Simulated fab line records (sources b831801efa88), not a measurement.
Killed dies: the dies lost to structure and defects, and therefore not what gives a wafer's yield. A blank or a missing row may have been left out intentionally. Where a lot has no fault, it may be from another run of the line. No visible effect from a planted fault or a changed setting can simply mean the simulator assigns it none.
What tool caused it? -- flow sfq line -- Sampling: 14 lots, 42 wafers, 3 of 325 route steps

== WHAT THE GAUGES READ, wafer by wafer ==
SFQ_M7_OVL_MEAS_945.
lot,measured,on,M7_OVL (nm)
L744,day 67 18:26,overlay-01,-10 -10 -5
L746,day 69 12:02,overlay-02,-10 -9 -7
L749,day 73 03:47,overlay-02,-13 -6 -4
L753,day 75 02:10,overlay-02,-11 -16 -17
L755,day 75 05:46,overlay-02,13 2 3
L758,day 76 12:55,overlay-02,-1 -3 -13
L759,day 76 17:42,overlay-01,-3 -3 -9
L761,day 77 01:04,overlay-01,2 0 -2
L762,day 77 03:28,overlay-01,-5 6 -1
L763,day 78 17:42,overlay-01,-1 -5 -3
L764,day 78 22:30,overlay-01,11 5 2
L765,day 79 13:10,overlay-01,-2 2 5
L766,day 79 14:21,overlay-01,0 -1 -4
L767,day 79 15:33,overlay-01,-5 -4 -3

== WHAT TOOL EACH LOT RAN ON (gives the tool, then ch and the chambers of the sampled wafers, and finally the start) ==
lot,SFQ_TRILAYER_L0_BARC_OPEN_METAL_ETCH_010,SFQ_TRILAYER_I4_VIA_BARC_OPEN_VIA_ETCH_146
L744,"rie metal-04 ch 0,1, day 4 08:14","rie diel-04 ch 1,2,3, day 49 04:55"
L746,"rie metal-02 ch 0,1, day 4 19:02","rie diel-02 ch 1,3, day 49 13:55"
L749,"rie metal-04 ch 0,1, day 5 08:14","rie diel-02 ch 0,1, day 51 21:09"
L753,"rie metal-04 ch 0, day 6 03:26","rie diel-03 ch 1,2,3, day 57 08:56"
L755,"rie metal-03 ch 0, day 6 19:02","rie diel-03 ch 1,3, day 57 20:56"
L758,"rie metal-02 ch 0,1, day 7 14:15","rie diel-02 ch 1,2, day 58 23:02"
L759,"rie metal-03 ch 0,1, day 7 21:26","rie diel-04 ch 0,1,3, day 59 06:14"
L761,"rie metal-03 ch 0,1, day 8 11:50","rie diel-04 ch 1,2, day 59 14:38"
L762,"rie metal-03 ch 0,1, day 8 21:05","rie diel-03 ch 1,3, day 61 01:07"
L763,"rie metal-04 ch 0,1, day 9 05:44","rie diel-03 ch 1,2,3, day 62 09:31"
L764,"rie metal-03 ch 0,1, day 9 16:32","rie diel-02 ch 0,1,3, day 62 17:55"
L765,"rie metal-03 ch 1, day 10 00:58","rie diel-02 ch 0,1,3, day 62 23:55"
L766,"rie metal-03 ch 1, day 10 06:57","rie diel-03 ch 2,3, day 63 03:31"
L767,"rie metal-03 ch 1, day 10 10:32","rie diel-03 ch 1,3, day 63 14:17"
- SFQ_TRILAYER_L0_BARC_OPEN_METAL_ETCH_010: etches BARC in O2, target depth 125 nm, time 41.7 s.
- SFQ_TRILAYER_I4_VIA_BARC_OPEN_VIA_ETCH_146: etches BARC in O2, target depth 125 nm, time 41.7 s.

== AS READ BY THE TOOLS THEMSELVES (means over the sampled wafers that have a number; for cases with no such wafer, the mark the record gives instead) ==
SFQ_TRILAYER_L0_BARC_OPEN_METAL_ETCH_010.
lot,tool,bias w (W),drypump motor current A (A),oes product au (a.u.)
L744,rie metal-04,79.84,5.41,0.681
L746,rie metal-02,79.92,5.81,0.681
L749,rie metal-04,79.82,5.40,0.681
L753,rie metal-04,79.85,5.49,0.687
L755,rie metal-03,80.09,5.01,0.680
L758,rie metal-02,80.06,5.73,0.683
L759,rie metal-03,79.97,5.47,0.686
L761,rie metal-03,80.05,5.46,0.689
L762,rie metal-03,80.00,5.46,0.684
L763,rie metal-04,79.88,5.30,0.689
L764,rie metal-03,80.12,5.24,0.685
L765,rie metal-03,79.94,5.69,0.683
L766,rie metal-03,80.09,5.67,0.690
L767,rie metal-03,80.10,5.66,0.685

SFQ_TRILAYER_I4_VIA_BARC_OPEN_VIA_ETCH_146.
lot,tool,bias w (W),drypump motor current A (A),oes product au (a.u.)
L744,rie diel-04,80.09,5.9,0.688
L746,rie diel-02,79.94,5.7,0.684
L749,rie diel-02,80.07,5.5,0.683
L753,rie diel-03,78.46,5.9,0.687
L755,rie diel-03,78.66,5.7,0.684
L758,rie diel-02,79.77,5.1,0.689
L759,rie diel-04,80.09,5.5,0.687
L761,rie diel-04,80.15,6.0,0.683
L762,rie diel-03,79.97,5.7,0.685
L763,rie diel-03,79.93,5.9,0.691
L764,rie diel-02,80.05,5.6,0.686
L765,rie diel-02,79.94,5.6,0.688
L766,rie diel-03,80.04,5.6,0.683
L767,rie diel-03,79.86,5.8,0.684

== THE ANSWER, worked out from the rows above alone ==
Rule: what is usual is taken from the lots themselves. The widest of any qualifying gaps counts: lots, ordered by their means at a reading, are off when they make up no more than a third of the lots, leave a main group of 4 or more, and stand apart from it by 3 or more times the standard deviation of that group's means. If all means in a main group match to the digits the tables above print for the reading, that group is not used. Also off: a lot with no number at a reading for which 4 or more lots have one. All remaining lots with rows at the step are treated as sound. Order of review: gauges by route order, followed by the tools' own readings, for which a lot's mean as printed above is used. At the first step where some lot is off, the reading lying furthest off is the one used; lots without a number count as furthest.
Off at SFQ_TRILAYER_I4_VIA_BARC_OPEN_VIA_ETCH_146 (bias w): L753, L755. Main group: mean 79.99 W, sd 0.11.
A tool fits if, at that step or a process step before it, it ran every lot that is off, and no sound lot after the first of them. Of those tried, none fits.

== WHAT HAD BEEN PUT IN BY THE SIMULATOR ==
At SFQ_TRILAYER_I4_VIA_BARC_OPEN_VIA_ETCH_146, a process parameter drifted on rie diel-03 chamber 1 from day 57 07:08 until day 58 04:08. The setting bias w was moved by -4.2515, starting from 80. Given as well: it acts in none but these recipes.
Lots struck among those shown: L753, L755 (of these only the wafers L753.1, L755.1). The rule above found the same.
